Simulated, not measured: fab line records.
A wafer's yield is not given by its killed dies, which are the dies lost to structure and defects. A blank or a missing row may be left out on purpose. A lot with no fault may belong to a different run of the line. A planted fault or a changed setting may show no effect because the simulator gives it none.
A lot that was struck, set against a sound lot | flow sky130 | 34 out of 708 route steps
Sound: the wafers L670.1, L670.2, L670.6. Wafers L686.2, L686.4, L686.5 were the ones struck. At the end, the cause is stated.
Per side, at each step with rows, come the tool, then ch with its chambers, and then its first start. Under that, the readings that differ: sound wafers | struck wafers | difference of the means | sigmas: that difference in standard deviations of wafers without a fault.
alike: same words and numbers on both sides, and readings whose means sit less than 2 such deviations apart. not compared: any withheld reading, any reading some wafer has no value for, any bound like >300 that may hide the same value, and any number with overlapping values for which the record gives no deviation.
Wherever a step has rows on one side only, a row that says differs or no value, or a row with sigmas, the two part there. Numbers that have no deviation but don't overlap get no sigmas and don't part them. Lack of a reading on every wafer of one side parts them only where that side has two or more wafers.

first, 9 steps without rows for these wafers: SKY_METAL2_DEHYDRATE_07 (time 60 s); SKY_METAL2_HMDS_08 (prime time 60 s); SKY_METAL2_COAT_09 (resist thk 60 nm); SKY_METAL2_COAT_10 (resist thk 450 nm); SKY_METAL2_SOFTBAKE_11 (time 90 s); SKY_METAL2_EXPOSE_12 (exposes mask MM2, target cd 140 nm); SKY_METAL2_PEB_13; SKY_METAL2_DEVELOP_14 (develop time 60 s); SKY_METAL2_DESCUM_17 (chemistry O2, time 8 s).
SKY_METAL2_ETCH_18: etches BARC in N2/H2, stops on SiO2, time 45.9 s, target depth 60 nm.
  sound on rie-metal-02 ch 0, day 35 14:22; struck on rie-metal-01 ch 0,1, day 40 13:35
  alike: drypump-motor-current-A, n2-flow-sccm, oes-product-au, rf-fwd-power-W, throttle-valve-pct
  not compared: rf-hours-counter-h
then, 23 steps without rows for these wafers: SKY_METAL2_METAL_ETCH_19 (etches the open film in Cl2/BCl3, stops on SiO2, target depth 360 nm, time 78 s); SKY_METAL2_STRIP_20 (strips in O2/N2); SKY_METAL2_STRIP_21 (strips in post etch residue remover, time 1200 s); SKY_METAL2_CLEAN_22 (cleans in IPA, time 180 s); SKY_METAL2_CLEAN_23 (cleans in O3/DIW); SKY_VIA2_HDPCVD_00 (deposits SiO2, target thk 1180 nm, time 203.1 s); SKY_VIA2_CMP_02 (polishes SiO2); SKY_VIA2_DEHYDRATE_04 (time 60 s); SKY_VIA2_HMDS_05 (prime time 60 s); SKY_VIA2_COAT_06 (resist thk 60 nm); SKY_VIA2_COAT_07 (resist thk 450 nm); SKY_VIA2_SOFTBAKE_08 (time 90 s); SKY_VIA2_EXPOSE_09 (exposes mask VIM2, target cd 200 nm); SKY_VIA2_PEB_10; SKY_VIA2_DEVELOP_11 (develop time 60 s); SKY_VIA2_ETCH_14 (etches BARC in N2/H2, stops on SiO2, time 45.9 s, target depth 60 nm); SKY_VIA2_ETCH_15 (etches SiO2 in C4F8/O2/Ar, stops on TiN, target depth 546 nm, time 84 s); SKY_VIA2_STRIP_16 (strips in O2/N2); SKY_VIA2_STRIP_17 (strips in post etch residue remover, time 1200 s); SKY_VIA2_CLEAN_18 (cleans in IPA, time 180 s); SKY_VIA2_CLEAN_19 (cleans in O3/DIW); SKY_VIA2_SPUTTER_20 (material TiN, target thk 20 nm, time 80 s); SKY_VIA2_CVD_21 (deposits W, target thk 420 nm, time 126.4 s).
-- the record jumps here: 9 days lie between the struck wafers' starts before and after (it left off in module VIA2 and takes up again in module PAD_OPEN, whose first step shown is number 708 of the route) --
SKY_PAD_OPEN_PROBE_99:
  sound: prober-02 at day 46 02:31; struck: prober-02 at day 49 21:47
  reading                               | sound             | struck            | difference | sigmas
  defect-limited-yield (%)              | 81.9 83.9 82.1    | 70.1 76.0 76.0    | -8.6       | -5
  killed_at_M0_to_M3                    | 50 40 40          | 91 78 73          | +37        | +5
  killed-dies                           | 89 79 88          | 147 118 118       | +42        | +4
  sort_bin_3_pad_short (%)              | 0.8 1.6 1.0       | 3.3 2.4 1.6       | +1.3       | +3
  sort_bin_5_function (%)               | 10.8 8.9 10.6     | 17.3 14.6 16.3    | +6.0       | +4
  sort-n-pass                           | 403 413 404       | 345 374 374       | -42        | -4
  sort-yield-pct (%)                    | 81.9 83.9 82.1    | 70.1 76.0 76.0    | -8.6       | -5
  model.etest.tester.sort-n-pass        | 403 413 404       | 345 374 374       | -42        |
  model.etest.tester.sort-yield-pct (%) | 81.91 83.94 82.11 | 70.12 76.02 76.02 | -8.60      |
  model.etest.tester.sort_bin_5_pct (%) | 10.77 8.943 10.57 | 17.28 14.63 16.26 | +5.96      |
  alike: killed_at_M4_up, killed-at-contacts, killed-at-front-end, killed-at-other, killed-open, killed-short, sort_bin_6_memory
  not compared: model.etest.tester.sort_bin_3_pct

## WHERE THEY PART
At SKY_PAD_OPEN_PROBE_99 and nowhere else, as far as this record goes.

WHY: what had been put in by the simulator
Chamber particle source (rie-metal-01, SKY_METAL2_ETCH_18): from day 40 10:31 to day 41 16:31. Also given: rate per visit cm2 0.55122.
